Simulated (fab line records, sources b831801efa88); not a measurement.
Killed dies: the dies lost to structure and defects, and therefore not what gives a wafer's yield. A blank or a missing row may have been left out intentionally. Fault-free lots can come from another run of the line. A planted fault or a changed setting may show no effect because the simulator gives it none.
Code-filled problem report in 8D (eight disciplines) form    flow gf180mcu    the parts of the form that need people (team, actions taken, sign-off) are left out

1. THE ISSUE
Mean of cathode_dc_power_W at GF_SALICIDE_SPUTTER_03: 6311.5 W across 2 wafers in 2 lots; on wafers with no fault it is 6499.7 W (standard deviation 1.1). That is -99 or more standard deviations from the usual mean.
The step: material TiN, target thk 20 nm, time 16.7 s.
First seen on wafer L988.2, day 16 21:05, on pvd_sputter-04. The record has a number at this step for 39 wafers belonging to 13 lots. Rule for "out", or "out of limits": more than 4 standard deviations from the usual mean. Any other wafer with a number is counted as sound.

2. WHAT IT IS, AND WHAT IT ISN'T
question                     is                  is not
which readings at this step  cathode_dc_power_W  throttle_valve_pct
which lots                   L988, L989          L100, L101, L102, L103, L104, L105, L984, L991, L992, L998, L999
which wafers of those lots   L988.2, L989.2      L988.1, L988.4, L989.5, L989.6
read on which tools          pvd_sputter-04      pvd_sputter-01, pvd_sputter-03
when                         from day 16 21:05   up to then (5 sound wafers); but 32 sound wafers of L100, L101, L102, L103, L104, L105, L989, L991, L992, L998, L999 came after

3. THE SUSPECTS, EACH WITH WHAT RULES IT OUT
Counting: a tool at a process step up to the reading stays a suspect if it ran every lot that is out. Sound lots after the first of them don't rule it out here, since some wafers of a struck lot are sound.
- pvd_sputter-04 at GF_SALICIDE_SPUTTER_03 (material TiN, target thk 20 nm, time 16.7 s): kept. It ran every lot that is out, first L988 (day 16 21:05). Out on those wafers are its own readings of cathode_dc_power_W.
Left after counting: pvd_sputter-04 at GF_SALICIDE_SPUTTER_03.

4. THE CAUSE (what the simulator had put in)
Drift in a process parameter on pvd_sputter-04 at GF_SALICIDE_SPUTTER_03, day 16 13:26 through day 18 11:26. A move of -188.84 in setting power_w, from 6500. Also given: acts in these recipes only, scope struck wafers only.
The count eliminated every tool but this one.

5. THE CHAIN OF EFFECTS, in route order
One row per reading whose mean, taken over the struck wafers that have a number, lies over 3 standard deviations from the usual. Readings are gone through only where the record gives a usual standard deviation; hours: the median, over the lots, of the time from a lot's start at the first step in this table giving one to that lot's start at this step; sigmas: the change measured in usual standard deviations.
hours  step                    reading             usual     on struck wafers  change  sigmas
0      GF_SALICIDE_SPUTTER_03  cathode_dc_power_W  6499.7 W  6311.5            -188.2  -99 or more
It contains these process steps:
- GF_SALICIDE_SPUTTER_03: material TiN, target thk 20 nm, time 16.7 s.
Later measuring or inspecting steps at which every struck wafer that the step has a row for has a number for every such reading, and none has moved that far: GF_SALICIDE_THK_MEAS_05.

6. HOW IT WOULD HAVE BEEN CAUGHT EARLIER
First out-of-limits reading in this record: day 16 21:05, which is 8 hours after fault onset at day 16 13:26.
